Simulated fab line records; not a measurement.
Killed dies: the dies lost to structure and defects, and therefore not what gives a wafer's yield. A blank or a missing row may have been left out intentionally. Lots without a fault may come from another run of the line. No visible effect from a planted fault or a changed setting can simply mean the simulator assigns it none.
A single fault, viewed from 2 desks :: flow sky130 :: every desk sees just its own numbers, and what lay behind them comes last

THE METROLOGY DESK
What the gauges read, lot by lot, whatever tool the lot ran on: means of the sampled wafers that have a number. The brackets show how far a lot's mean lies from the usual mean; more than 4 standard deviations puts the lot out of limits, marked OUT.
Columns: A = NWELL_RS at SKY_NWELL_RS_MEAS_29, usual 625.5 ohm/sq; B = cd_nm at SKY_VT_ADJUST_HVTR_CD_MEAS_07, usual 380.2 nm; C = SONOS_TUNNEL_OVL at SKY_SONOS_TUNNEL_OVL_MEAS_08, usual -0.1 nm; D = SONOS_ONO_CVD_04_THK at SKY_SONOS_ONO_THK_MEAS_05, usual 5.64 nm
lot: L867
first seen here: day 5 22:08
A: 622.9
B: 382.8
C: 0.6
D: 5.61

lot: L868
first seen here: day 6 05:06
A: 627.5
B: 380.8
C: -1.8
D: 5.73

lot: L869
first seen here: day 6 14:26
A: 625.0
B: 378.2
C: 2.0
D: 5.58

lot: L870
first seen here: day 6 19:27
A: 624.8
B: 380.2
C: 0.6
D: 5.65

lot: L872
first seen here: day 7 05:35
A: 626.6
B: 377.3
C: -0.7
D: 5.66

lot: L873
first seen here: day 7 15:31
A: 627.8
B: 380.3
C: -0.1
D: 6.82 (+11) OUT

lot: L874
first seen here: day 7 18:11
A: 628.0
B: 382.2
C: 0.0
D: 6.85 (+11) OUT

lot: L875
first seen here: day 7 22:22
A: 624.4
B: 381.3
C: 0.1
D: 6.87 (+11) OUT

lot: L883
first seen here: day 10 06:34
A: 626.3
B: 375.7
C: 1.1
D: 5.63

lot: L885
first seen here: day 10 15:22
A: 624.3
B: 375.9
C: -1.4
D: 5.75

lot: L884
first seen here: day 10 15:41
A: 626.8
B: 375.2
C: 0.4
D: 5.58

lot: L886
first seen here: day 11 00:20
A: 624.0
B: 379.7
C: -1.8
D: 5.57

lot: L887
first seen here: day 11 07:14
A: 624.0
B: 379.4
C: -0.4
D: 5.89
This desk's result: L873, L874, L875 out of limits, first on L873 (SONOS_ONO_CVD_04_THK at SKY_SONOS_ONO_THK_MEAS_05), day 14 17:07. Within limits: L867, L868, L869, L870, L872, L883, L885, L884, L886, L887.

AT THE TOOL OWNER'S DESK: lpcvd-03
The tool's own readings at SKY_SONOS_ONO_CVD_04 (deposits SiO2 from SiH4/N2O, target thk 5.7199 nm): means of the sampled wafers that have a number, for each lot that ran on this tool. The brackets show how far a lot's mean lies from the usual mean; more than 4 standard deviations puts the lot out of limits, marked OUT.
Columns: A = susceptor_temp_C at SKY_SONOS_ONO_CVD_04, usual 900.0 C
lot: L867
first seen here: day 12 09:01
A: 899.8

lot: L868
first seen here: day 12 12:46
A: 900.1

lot: L869
first seen here: day 13 05:14
A: 900.2

lot: L870
first seen here: day 13 08:28
A: 899.9

lot: L872
first seen here: day 14 00:37
A: 899.6

lot: L873
first seen here: day 14 15:13
A: 900.1

lot: L874
first seen here: day 14 17:05
A: 899.8

lot: L875
first seen here: day 14 21:05
A: 900.0

lot: L883
first seen here: day 18 06:14
A: 899.8

lot: L885
first seen here: day 18 12:27
A: 900.3

lot: L884
first seen here: day 18 14:52
A: 900.1

lot: L886
first seen here: day 18 23:50
A: 900.4

lot: L887
first seen here: day 19 14:40
A: 900.1
This desk found nothing out of limits on any of the 13 lots.

BROUGHT TOGETHER
On L873, L874, L875, the metrology desk was in a position to raise an alarm at day 14 17:07.
The tool owner's desk saw nothing out of limits.
On record at the tool owner's desk: L873, L874, L875, within its limits.
Every lot named ran SKY_SONOS_ONO_CVD_04 on lpcvd-03.

WHAT THE SIMULATOR HAD INSERTED
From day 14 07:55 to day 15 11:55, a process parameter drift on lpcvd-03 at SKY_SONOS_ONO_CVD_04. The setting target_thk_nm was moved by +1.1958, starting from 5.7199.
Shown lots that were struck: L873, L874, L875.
Per desk, hours elapsed from the start of the fault to the first reading out of limits: for the metrology desk, 9.
